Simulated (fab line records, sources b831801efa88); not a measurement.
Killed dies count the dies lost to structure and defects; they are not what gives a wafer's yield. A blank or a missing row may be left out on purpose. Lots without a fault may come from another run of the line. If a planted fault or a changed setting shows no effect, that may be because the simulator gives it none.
Struck lot and sound lot, side by side	flow gf180mcu	14 steps out of a route of 602
Sound: the wafers L580.3, L580.5, L580.6. The struck wafers were L588.2, L588.3, L588.6. The cause is named last.
Per side, at each step with rows, come the tool, then ch with its chambers, and then its first start. Under that, the readings that differ: sound wafers	struck wafers	difference of the means	sigmas: that difference in standard deviations of wafers without a fault.
alike: a reading whose means differ by less than 2 such deviations, as well as words and numbers matching on both sides. not compared: withheld readings; readings where some wafer has no value; bounds like >300 that might hide an equal value; numbers whose values overlap and for which the record gives no deviation.
A row with sigmas, a row that says differs or no value, or rows on one side alone: a step with any of these is where the two part. When numbers do not overlap yet have no deviation, they are printed without sigmas and do not part them. A reading that every wafer of one side lacks parts them only if that side has two wafers or more.

first, 1 step without rows for these wafers: GF_LVPWELL_DEVELOP_06 (develop time 60 s).
GF_LVPWELL_OVL_MEAS_07:
  sound on overlay-01, day 5 12:34; struck on overlay-01, day 7 10:57
  alike: LVPWELL_OVL
then, 2 steps without rows for these wafers: GF_LVPWELL_IMPLANT_08; GF_LVPWELL_IMPLANT_09.
GF_LVPWELL_STRIP_10: strips in O2/N2.
  sound on plasmaAsher-03 ch 0,1, day 5 12:55; struck on plasmaAsher-03 ch 0,1, day 7 11:17
reading	sound	struck	difference	sigmas
stripTimeToEndpointS (s)	37.09 37.12 37.01	36.84 36.83 36.88	-0.22	-2
  alike: drypumpMotorCurrentA, heaterPowerW, n2FlowSccm, oesProductAu
  not compared: rfHoursCounterH
GF_LVPWELL_TW_MEAS_11:
  sound on filmMetro-01, day 5 13:01; struck on filmMetro-01, day 7 11:23
  alike: LVPWELL_TW
then, 6 steps without rows for these wafers: GF_MVSD_DEHYDRATE_00 (time 60 s); GF_MVSD_HMDS_01 (prime time 60 s); GF_MVSD_COAT_02 (resist thk 3000 nm); GF_MVSD_SOFTBAKE_03; GF_MVSD_EXPOSE_04 (exposes mask MVSD, target cd 1000 nm); GF_MVSD_PEB_05.
GF_MVSD_DEVELOP_06: develop time 60 s.
  struck on lithoTrack-02, day 8 03:00; sound on lithoTrack-03 ch 0, day 6 03:00
  no value came back on the struck wafers for chillPlateTempC (C), developTimeS (s), exhaustPa (Pa); on the sound wafers chillPlateTempC (C) reads 23.12 23.04 23.20
GF_MVSD_OVL_MEAS_07:
  sound on overlay-01, day 6 03:20; struck on overlay-02, day 8 03:27
reading	sound	struck	difference	sigmas
MVSD_OVL (nm)	1.8 2.0 0.7	- - -	no value on the struck wafers	

WHERE THEY PART
Last at GF_MVSD_OVL_MEAS_07 as far as this record goes, first at GF_LVPWELL_STRIP_10.

WHY: what the simulator had put in
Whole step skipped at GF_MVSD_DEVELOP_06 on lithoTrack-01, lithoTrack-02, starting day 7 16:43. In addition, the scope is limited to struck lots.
